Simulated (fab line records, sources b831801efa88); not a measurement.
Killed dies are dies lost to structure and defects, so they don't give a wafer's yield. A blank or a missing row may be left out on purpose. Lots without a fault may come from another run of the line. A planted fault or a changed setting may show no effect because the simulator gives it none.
Chamber matching | flow sky130 | SKY_VIA1_CMP_02 on cmp-02: 4 sister chambers
The step polishes SiO2. 18 wafers are shown with their chamber, then 9 later ones without.

WAFERS WITH THEIR CHAMBER
wafer  | chamber | motor_current_A (A) | slurry_filter_dp_kPa (kPa)
L804.3 | 3       | 11.3                | 13.54
L804.4 | 0       | 11.1                | 13.42
L804.5 | 2       | 11.4                | 13.62
L809.1 | 3       | 12.4                | 13.83
L809.3 | 1       | 11.2                | 13.77
L809.6 | 1       | 12.3                | 13.65
L810.2 | 3       | 11.6                | 13.70
L810.5 | 2       | 11.1                | 13.40
L810.6 | 3       | 12.1                | 13.74
L814.3 | 3       | 11.8                | 13.28
L814.4 | 2       | 12.0                | 13.61
L814.6 | 2       | 11.6                | 13.62
L816.1 | 0       | 11.1                | 13.40
L816.4 | 1       | 12.4                | 13.42
L816.5 | 2       | 12.0                | 13.22
L818.1 | 1       | 11.4                | 13.36
L818.3 | 0       | 10.9                | 13.45
L818.5 | 0       | 11.3                | 13.51

SIGNATURES (means of the wafers above)
reading              | chamber 0 | chamber 1 | chamber 2 | chamber 3 | scatter within a chamber
motor_current_A      | 11.100    | 11.825    | 11.620    | 11.840    | 0.427
slurry_filter_dp_kPa | 13.4450   | 13.5500   | 13.4940   | 13.6180   | 0.176
Rule: a wafer's distance from a chamber is the root of the sum, over the readings, of the square of ((its reading less the chamber's mean) divided by the reading's scatter). The wafer belongs to the nearest chamber; if the next one is less than 2 further off, it can't be placed. The scatter: the root of (the sum of the squares of (reading less its chamber's mean) over the shown wafers, divided by (wafers less chambers)).

WAFERS WITHOUT THEIR CHAMBER
wafer  | motor_current_A (A) | slurry_filter_dp_kPa (kPa)
L817.2 | 11.9                | 13.72
L817.3 | 11.3                | 13.51
L817.4 | 12.1                | 13.64
L819.3 | 11.2                | 13.47
L819.4 | 11.6                | 13.46
L819.6 | 11.1                | 13.56
L821.1 | 11.7                | 13.32
L821.3 | 11.3                | 13.71
L821.6 | 12.1                | 13.43

WHICH CHAMBER EACH WENT THROUGH
wafer  | from the rows above               | in truth
L817.2 | can't be placed: 3 or 1 or 2 or 0 | 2
L817.3 | can't be placed: 0 or 2 or 1 or 3 | 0
L817.4 | can't be placed: 3 or 1 or 2 or 0 | 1
L819.3 | can't be placed: 0 or 2 or 1 or 3 | 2
L819.4 | can't be placed: 2 or 1 or 3 or 0 | 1
L819.6 | can't be placed: 0 or 2 or 1 or 3 | 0
L821.1 | can't be placed: 2 or 1 or 0 or 3 | 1
L821.3 | can't be placed: 3 or 2 or 1 or 0 | 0
L821.6 | can't be placed: 1 or 2 or 3 or 0 | 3
Placed correctly: 0 of 9. Can't be placed from these rows: 9 (the true chamber is among the candidates in 9). Placed wrongly: 0.
